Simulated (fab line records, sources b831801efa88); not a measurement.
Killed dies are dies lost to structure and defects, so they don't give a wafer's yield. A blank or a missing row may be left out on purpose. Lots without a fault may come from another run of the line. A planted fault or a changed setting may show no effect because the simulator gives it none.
fab line records | flow sky130
record lots=7 wafers=21 last_day=50
route steps=708 shown VT_ADJUST_LVTN@117 VT_ADJUST_NCORE@119 PAD_OPEN@708
lots that met no fault: from a run of the same line without faults
start_h: hours from the record's first day to the start of the lot's first wafer shown | wait_h: hours since the lot's step before | " the same as in the row above | L1.1+2: a row that stands for several wafers | - no value, or no start given | * or withheld: withheld | < > ~ a bound
route shown NAME@n: a module of which the file shows steps, and the number in the route of the first | usual: mean/standard deviation of fault-free wafers | same: alike in all rows | chamber/n: place in a boat | sites: the reading at each site | _std_site: their standard deviation | _edge_site: outer sites' mean less inner sites' | radius_mm: how far each site lies from the wafer's centre | mask NAME#n: copy n | behind: the tool/chamber that last shaped the wafer | hold: why the lot was held/for how many hours/how that ended | device: the transistor (n, p or np) that didn't switch | end of line: the same wafers' tests at the end of the route | a step without rows: its recipe alone | killed: dies lost to structure and defects at the first sort, not the wafer's yield | map: a wafer's dies, x killed, . not, _ none there
set.NAME: the setting as run; set.NAME@STEP: as run at that earlier step | model.NAME: the simulator's own value behind a step, which no gauge read
lots at some steps of the route; a table a step, a row a wafer
services: from which hour (start_h, from the record's first day; less than 0 if before it) a tool's chamber was out of use, for how many hours, and why
## steps
# step SKY_VT_ADJUST_LVTN_STRIP_20
# recipe chemistry=O2/N2 power_w=1400 pressure_mtorr=1500 platen_temp_c=withheld o2_flow_sccm=3000 n2_flow_sccm=300 overash_fraction=0.5
# usual drypump_motor_current_A=5.54/0.25 o2_flow_sccm=2999/9.2 oes_product_au=0.716/0.0051 strip_time_to_endpoint_s=14.17/0.037
# same overash_fraction=0.5
# columns lot.wafer tool chamber start_h wait_h drypump_motor_current_A o2_flow_sccm oes_product_au rf_hours_counter_h strip_time_to_endpoint_s
L998.2 plasma_asher-03 0 182.55 0.1 5.16 3009 0.709 46 14.16
L998.3 " 0 " " 5.14 3001 0.707 - 14.14
L998.6 " 1 " " 5.69 2995 0.719 - 14.11
L101.1 plasma_asher-01 0 207.61 0.1 5.59 3014 0.714 52 14.18
L101.4 " 1 " " 5.83 2993 0.722 - 14.21
L101.5 " 1 " " 5.83 2986 0.719 - 14.16
L102.2 plasma_asher-01 0 212.59 0.1 5.60 3002 0.721 53 14.16
L102.3 " 1 " " 5.83 2994 0.720 - 14.12
L102.5 " 0 " " 5.61 3003 0.714 - 14.14
L103.1 plasma_asher-03 0 217.34 0.1 5.14 2990 0.709 49 14.21
L103.2 " 1 " " 5.71 3011 0.708 49 14.19
L103.4 " 1 " " 5.71 3010 0.713 - 14.17
L105.1 plasma_asher-03 0 231.80 0.1 5.13 2988 0.709 51 14.18
L105.3 " 1 " " 5.66 2987 0.719 - 14.19
L105.5 " 1 " " 5.71 2992 0.709 - 14.16
L106.4 plasma_asher-01 1 237.03 0.1 5.85 3007 0.718 - 14.19
L106.5 " 1 " " 5.85 3018 0.724 - 14.11
L106.6 " 0 " " 5.62 2991 0.712 - 14.15
L118.1 plasma_asher-03 1 324.54 0.1 5.71 3009 0.712 60 14.13
L118.5 " 1 " " 5.71 3009 0.715 - 14.14
L118.6 " 0 " " 5.12 3002 0.715 - 14.16
# step SKY_VT_ADJUST_LVTN_TW_MEAS_21
# usual VT_ADJUST_LVTN_2_TW=189.2/1.4
# columns lot.wafer tool chamber start_h wait_h VT_ADJUST_LVTN_2_TW
L998.2 film_metro-01 - 182.66 0.1 190.8
L998.3 " - " " 191.8
L998.6 " - " " 188.9
L101.1 film_metro-01 - 207.71 0.1 189.5
L101.4 " - " " 191.8
L101.5 " - " " 190.8
L102.2 film_metro-01 - 212.70 0.1 189.3
L102.3 " - " " 190.4
L102.5 " - " " 189.9
L103.1 film_metro-01 - 217.44 0.1 191.4
L103.2 " - " " 191.7
L103.4 " - " " 191.3
L105.1 film_metro-02 - 231.90 0.1 187.1
L105.3 " - " " 187.2
L105.5 " - " " 187.9
L106.4 film_metro-02 - 237.13 0.1 186.5
L106.5 " - " " 187.9
L106.6 " - " " 186.3
L118.1 film_metro-02 - 324.64 0.1 188.6
L118.5 " - " " 187.8
L118.6 " - " " 187.9
# step SKY_VT_ADJUST_NCORE_DEHYDRATE_00
# recipe temp_c=200 time_s=60
# step SKY_VT_ADJUST_NCORE_HMDS_01
# recipe prime_time_s=60 prime_temp_c=120
# step SKY_VT_ADJUST_NCORE_COAT_02
# recipe resist=NOVOLAK spin_rpm=3000 resist_thk_nm=1140
# step SKY_VT_ADJUST_NCORE_SOFTBAKE_03
# recipe temp_c=90 time_s=60 resist=NOVOLAK
# step SKY_VT_ADJUST_NCORE_EXPOSE_04
# recipe mask_id=LVTN_COMPLEMENT_THIN na=0.6 source_shape=conventional sigma_outer=0.6 polarization=unpolarized target_cd_nm=380 dose_mj=139
# step SKY_VT_ADJUST_NCORE_PEB_05
# recipe temp_c=withheld time_s=* resist=NOVOLAK
# step SKY_VT_ADJUST_NCORE_DEVELOP_06
# recipe resist=NOVOLAK developer=TMAH develop_time_s=61.49 dev_temp_c=23
# step SKY_VT_ADJUST_NCORE_CD_MEAS_07
# recipe target_cd_nm=380
# usual cd_nm=380/3
# columns lot.wafer tool chamber start_h wait_h cd_nm
L998.2 cd_sem-01 - 203.93 0.1 381
L998.3 " - " " 379
L998.6 " - " " 379
L101.1 cd_sem-02 - 229.76 0.1 378
L101.4 " - " " 378
L101.5 " - " " 380
L102.2 cd_sem-01 - 234.69 0.1 382
L102.3 " - " " 385
L102.5 " - " " 384
L103.1 cd_sem-01 - 239.41 0.1 378
L103.2 " - " " 379
L103.4 " - " " 379
L105.1 cd_sem-01 - 254.73 0.1 379
L105.3 " - " " 380
L105.5 " - " " 378
L106.4 cd_sem-02 - 259.37 0.1 380
L106.5 " - " " 380
L106.6 " - " " 378
L118.1 cd_sem-02 - 350.73 0.1 383
L118.5 " - " " 383
L118.6 " - " " 382
# step SKY_VT_ADJUST_NCORE_OVL_MEAS_08
# usual VT_ADJUST_NCORE_OVL=-0.3/1.4
# columns lot.wafer tool chamber start_h wait_h VT_ADJUST_NCORE_OVL[nm]
L998.2 overlay-01 - 204.04 0.1 1.5
L998.3 " - " " -2.9
L998.6 " - " " -1.8
L101.1 overlay-01 - 229.88 0.1 0.0
L101.4 " - " " 0.6
L101.5 " - " " 1.7
L102.2 overlay-02 - 234.80 0.1 -2.0
L102.3 " - " " -1.2
L102.5 " - " " -0.4
L103.1 overlay-02 - 239.53 0.1 0.9
L103.2 " - " " -0.3
L103.4 " - " " -1.1
L105.1 overlay-01 - 254.85 0.1 -0.9
L105.3 " - " " 0.0
L105.5 " - " " -1.2
L106.4 overlay-02 - 259.45 0.1 0.8
L106.5 " - " " 0.1
L106.6 " - " " 1.3
L118.1 overlay-01 - 350.85 0.1 1.4
L118.5 " - " " 0.9
L118.6 " - " " 0.6
# step SKY_VT_ADJUST_NCORE_IMPLANT_09
# recipe species=B energy_kev=10 dose_cm2=2.4e+12 tilt_deg=withheld
# step SKY_VT_ADJUST_NCORE_STRIP_10
# recipe chemistry=O2/N2 power_w=1400 pressure_mtorr=1500 platen_temp_c=withheld o2_flow_sccm=3000 n2_flow_sccm=300 overash_fraction=0.5
# usual drypump_motor_current_A=5.77/0.22 o2_flow_sccm=3000/8.4 oes_product_au=0.715/0.0042 strip_time_to_endpoint_s=14.18/0.04
# same overash_fraction=0.5
# columns lot.wafer tool chamber start_h wait_h drypump_motor_current_A o2_flow_sccm oes_product_au rf_hours_counter_h strip_time_to_endpoint_s
L998.2 plasma_asher-01 1 204.22 0.1 5.82 3002 0.714 52 14.12
L998.3 " 0 " " 5.62 2982 0.712 - 14.12
L998.6 " 1 " " 5.81 3006 0.720 - 14.14
L101.1 plasma_asher-01 1 230.07 0.1 5.79 2999 0.718 54 14.24
L101.4 " 1 " " 5.83 2998 0.714 - 14.23
L101.5 " 0 " " 5.59 2997 0.713 - 14.22
L102.2 plasma_asher-01 0 234.98 0.1 5.61 3000 0.708 55 14.20
L102.3 " 0 " " 5.61 2985 0.720 - 14.14
L102.5 " 1 " " 5.80 2393 0.706 - 14.41
L103.1 plasma_asher-04 0 239.72 0.1 6.21 3006 0.714 44 14.18
L103.2 " 1 " " 5.83 3006 0.716 44 14.15
L103.4 " 1 " " 5.80 3007 0.713 - 14.21
L105.1 plasma_asher-01 0 255.04 0.1 5.61 2985 0.720 57 14.22
L105.3 " 1 " " 5.84 2399 0.710 - 14.49
L105.5 " 0 " " 5.62 3004 0.720 - 14.26
L106.4 plasma_asher-01 0 259.65 0.1 5.59 2968 0.719 - 14.11
L106.5 " 0 " " 5.60 2977 0.722 - 14.18
L106.6 " 1 " " 5.87 2409 0.705 - 14.37
L118.1 plasma_asher-01 0 351.04 0.1 5.59 3006 0.719 66 14.17
L118.5 " 0 " " 5.60 2989 0.710 - 14.19
L118.6 " 1 " " 5.82 3006 0.718 - 14.17
# step SKY_VT_ADJUST_NCORE_TW_MEAS_11
# usual VT_ADJUST_NCORE_TW=220.8/1.8
# columns lot.wafer tool chamber start_h wait_h VT_ADJUST_NCORE_TW
L998.2 film_metro-02 - 204.33 0.1 218.0
L998.3 " - " " 219.6
L998.6 " - " " 217.4
L101.1 film_metro-01 - 230.17 0.1 223.4
L101.4 " - " " 222.6
L101.5 " - " " 222.6
L102.2 film_metro-02 - 235.09 0.1 217.8
L102.3 " - " " 218.2
L102.5 " - " " 218.6
L103.1 film_metro-01 - 239.82 0.1 224.4
L103.2 " - " " 222.7
L103.4 " - " " 222.6
L105.1 film_metro-03 - 255.14 0.1 220.0
L105.3 " - " " 222.4
L105.5 " - " " 219.5
L106.4 film_metro-01 - 259.75 0.1 221.3
L106.5 " - " " 220.7
L106.6 " - " " 221.6
L118.1 film_metro-01 - 351.14 0.1 220.6
L118.5 " - " " 220.9
L118.6 " - " " 220.8
# step SKY_PAD_OPEN_PROBE_99
# usual killed_at_M0_to_M3=43/7 killed_at_M4_up=3.3/1.8 killed_at_contacts=24/6.2 killed_at_front_end=16/4.7 killed_at_other=0.4/0.58 killed_dies=87/10 killed_open=47/6.4 killed_short=39/7
# same gross_dies=492 killed_at_back_side=0
# columns lot.wafer tool chamber start_h wait_h killed_at_M0_to_M3 killed_at_M4_up killed_at_contacts killed_at_front_end killed_at_other killed_dies killed_open killed_short
L998.2 prober-02 - 1091.26 0.1 41 2 32 8 0 83 46 37
L998.3 prober-02 - 1091.31 0.2 36 4 36 14 0 90 49 41
L998.6 prober-02 - 1091.46 0.2 40 6 44 15 0 105 49 56
L101.1 prober-01 - 1121.35 0.1 58 5 32 19 1 115 46 69
L101.4 prober-01 - 1121.50 0.2 53 5 31 8 0 97 55 42
L101.5 prober-01 - 1121.55 0.2 47 7 28 11 1 94 52 42
L102.2 prober-02 - 1121.83 0.1 46 6 36 19 1 108 49 59
L102.3 prober-02 - 1121.88 0.2 40 4 30 16 0 90 48 42
L102.5 prober-02 - 1121.98 0.2 31 1 23 12 0 67 42 25
L103.1 prober-01 - 1123.40 0.1 39 2 25 17 0 83 45 38
L103.2 prober-01 - 1123.45 0.1 43 6 18 10 0 77 42 35
L103.4 prober-01 - 1123.55 0.2 34 3 22 16 1 76 37 39
L105.1 prober-01 - 1147.29 0.1 45 6 36 17 1 105 59 45
L105.3 prober-01 - 1147.39 0.2 38 3 27 11 0 79 43 35
L105.5 prober-01 - 1147.49 0.2 47 3 22 12 0 84 44 40
L106.4 prober-01 - 1159.45 0.2 40 3 21 19 1 84 51 33
L106.5 prober-01 - 1159.50 0.2 50 0 23 11 1 85 46 39
L106.6 prober-01 - 1159.55 0.2 36 3 23 19 1 82 40 42
L118.1 prober-02 - 1203.24 0.1 43 3 21 21 0 88 36 52
L118.5 prober-02 - 1203.44 0.2 50 5 26 19 0 100 58 42
L118.6 prober-02 - 1203.49 0.2 45 5 24 17 0 91 59 32
# killed by level:class
L998.2 VIA1:geometric_particle:open=13 CONTACT:geometric_particle:short=8 CONTACT:geometric_particle:open=7 LI_CONTACT:geometric_particle:open=6 VIA1:geometric_particle:short=6 LOCAL_INTERCONNECT:geometric_particle:open=5 METAL1:geometric_particle:short=5 VIA3:geometric_particle:open=5
L998.3 CONTACT:geometric_particle:open=16 VIA1:geometric_particle:open=8 METAL2:geometric_particle:short=8 LOCAL_INTERCONNECT:geometric_particle:short=7 CONTACT:geometric_particle:short=6 VIA3:geometric_particle:open=6 LI_CONTACT:geometric_particle:open=5 METAL1:geometric_particle:short=5
L998.6 CONTACT:geometric_particle:open=13 LI_CONTACT:geometric_particle:short=9 CONTACT:geometric_particle:short=8 VIA1:geometric_particle:open=8 LOCAL_INTERCONNECT:geometric_particle:short=6 METAL3:geometric_particle:short=6 LI_CONTACT:geometric_particle:open=6 METAL1:geometric_particle:short=6
L101.1 METAL2:geometric_particle:short=10 CONTACT:geometric_particle:open=9 METAL1:geometric_particle:short=9 VIA1:geometric_particle:open=9 LOCAL_INTERCONNECT:geometric_particle:short=8 VIA3:geometric_particle:open=7 CONTACT:geometric_particle:short=6 LI_CONTACT:geometric_particle:open=6
L101.4 LI_CONTACT:geometric_particle:open=11 VIA1:geometric_particle:open=9 CONTACT:geometric_particle:open=9 VIA2:geometric_particle:open=9 VIA1:geometric_particle:short=8 METAL2:geometric_particle:short=5 VIA3:geometric_particle:open=5 CONTACT:geometric_particle:short=4
L101.5 VIA1:geometric_particle:open=12 LI_CONTACT:geometric_particle:open=8 METAL1:geometric_particle:short=8 CONTACT:geometric_particle:open=8 VIA2:geometric_particle:open=8 METAL4:geometric_particle:short=6 VIA1:geometric_particle:short=5 FIELD_ISO:geometric_particle:open=4
L102.2 CONTACT:geometric_particle:open=13 VIA1:geometric_particle:open=10 FIELD_ISO:geometric_particle:short=8 LOCAL_INTERCONNECT:geometric_particle:short=7 VIA1:geometric_particle:short=6 VIA3:geometric_particle:short=6 METAL4:geometric_particle:short=6 LI_CONTACT:geometric_particle:open=5
L102.3 VIA1:geometric_particle:open=12 LI_CONTACT:geometric_particle:open=10 VIA2:geometric_particle:open=6 CONTACT:geometric_particle:open=6 FIELD_ISO:geometric_particle:short=5 CONTACT:geometric_particle:short=5 METAL2:geometric_particle:short=5 METAL4:geometric_particle:short=4
L102.5 VIA1:geometric_particle:open=10 CONTACT:geometric_particle:open=8 VIA2:geometric_particle:open=7 LI_CONTACT:geometric_particle:open=6 CONTACT:geometric_particle:short=6 FIELD_ISO:geometric_particle:short=4 METAL1:geometric_particle:short=4 POLY_GATE:geometric_particle:open=3
L103.1 CONTACT:geometric_particle:open=11 FIELD_ISO:geometric_particle:open=8 METAL1:geometric_particle:short=7 FIELD_ISO:geometric_particle:short=6 VIA3:geometric_particle:open=6 CONTACT:geometric_particle:short=6 VIA1:geometric_particle:open=6 VIA2:geometric_particle:open=6
L103.2 VIA2:geometric_particle:open=11 VIA1:geometric_particle:open=8 VIA1:geometric_particle:short=5 LOCAL_INTERCONNECT:geometric_particle:short=4 CONTACT:geometric_particle:short=4 CONTACT:geometric_particle:open=4 METAL2:geometric_particle:short=4 FIELD_ISO:geometric_particle:open=3
L103.4 CONTACT:geometric_particle:open=11 VIA1:geometric_particle:open=7 VIA1:geometric_particle:short=6 FIELD_ISO:geometric_particle:open=4 FIELD_ISO:geometric_particle:short=4 LOCAL_INTERCONNECT:geometric_particle:short=4 VIA2:geometric_particle:open=4 METAL1:geometric_particle:short=4
L105.1 LI_CONTACT:geometric_particle:open=11 CONTACT:geometric_particle:open=10 VIA2:geometric_particle:open=8 VIA3:geometric_particle:open=8 METAL2:geometric_particle:short=7 VIA1:geometric_particle:open=7 VIA3:geometric_particle:short=7 POLY_GATE:geometric_particle:short=5
L105.3 VIA1:geometric_particle:open=11 LI_CONTACT:geometric_particle:open=9 CONTACT:geometric_particle:open=9 LOCAL_INTERCONNECT:geometric_particle:short=5 METAL1:geometric_particle:short=5 VIA1:geometric_particle:short=5 VIA3:geometric_particle:short=5 POLY_GATE:geometric_particle:open=4
L105.5 METAL2:geometric_particle:short=10 VIA1:geometric_particle:open=10 LI_CONTACT:geometric_particle:open=9 VIA2:geometric_particle:open=7 VIA3:geometric_particle:open=6 CONTACT:geometric_particle:open=5 FIELD_ISO:geometric_particle:short=4 CONTACT:geometric_particle:short=4
L106.4 VIA1:geometric_particle:open=10 CONTACT:geometric_particle:open=8 VIA3:geometric_particle:open=8 LI_CONTACT:geometric_particle:open=6 METAL2:geometric_particle:short=6 VIA2:geometric_particle:open=5 FIELD_ISO:geometric_particle:short=4 FIELD_ISO:geometric_particle:open=4
L106.5 CONTACT:geometric_particle:open=11 VIA3:geometric_particle:open=10 VIA1:geometric_particle:open=9 VIA1:geometric_particle:short=6 FIELD_ISO:geometric_particle:short=5 VIA3:geometric_particle:short=5 LI_CONTACT:geometric_particle:open=4 METAL2:geometric_particle:short=4
L106.6 VIA1:geometric_particle:open=12 FIELD_ISO:geometric_particle:short=8 CONTACT:geometric_particle:open=7 LI_CONTACT:geometric_particle:open=6 POLY_GATE:geometric_particle:short=5 METAL1:geometric_particle:short=5 VIA3:geometric_particle:open=5 LI_CONTACT:geometric_particle:short=4
L118.1 VIA1:geometric_particle:open=7 VIA2:geometric_particle:short=7 LOCAL_INTERCONNECT:geometric_particle:short=5 CONTACT:geometric_particle:open=5 CONTACT:geometric_particle:short=5 METAL2:geometric_particle:short=5 VIA3:geometric_particle:open=5 FIELD_ISO:geometric_particle:short=4
L118.5 CONTACT:geometric_particle:open=13 VIA1:geometric_particle:open=10 VIA3:geometric_particle:open=10 METAL2:geometric_particle:short=9 FIELD_ISO:geometric_particle:open=5 CONTACT:geometric_particle:short=5 VIA2:geometric_particle:open=5 LOCAL_INTERCONNECT:geometric_particle:short=4
L118.6 VIA1:geometric_particle:open=12 CONTACT:geometric_particle:open=10 LI_CONTACT:geometric_particle:open=8 VIA3:geometric_particle:open=8 METAL2:geometric_particle:short=5 FIELD_ISO:geometric_particle:open=4 POLY_GATE:geometric_particle:open=4 SPACER:geometric_particle:open=4
## services
# columns tool chamber start_h hours kind
plasma_asher-01 - 231.80 2.8 pm
plasma_asher-03 - 338.38 0.4 repair
## key
first_sign step=SKY_VT_ADJUST_NCORE_STRIP_10 reading=o2_flow_sccm direction=down sigmas=71 usual=3000 struck=2400
effect step=SKY_VT_ADJUST_NCORE_STRIP_10 reading=strip_time_to_endpoint_s direction=up sigmas=6.1 usual=* struck=*
met_at SKY_VT_ADJUST_NCORE_STRIP_10
struck_wafers L102.5,L105.3,L106.6
tester_left_out L102,L105,L106
onset_between 230.07 234.98
fault kind=process_parameter_drift tool=plasma_asher-01 chamber=1 onset_h=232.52 steps=SKY_VT_ADJUST_NCORE_STRIP_10 channel=o2_flow_sccm offset=-600 shape=step end_h=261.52 acts_in=these_recipes_only stated=3000
# tester_left_out: of these lots the tester's yield and bins aren't shown, on N5 and GAA mostly nor the transistor test; their killed dies are dies lost to structure and defects alone, not to doping, threshold or leakage, so they don't give the yield
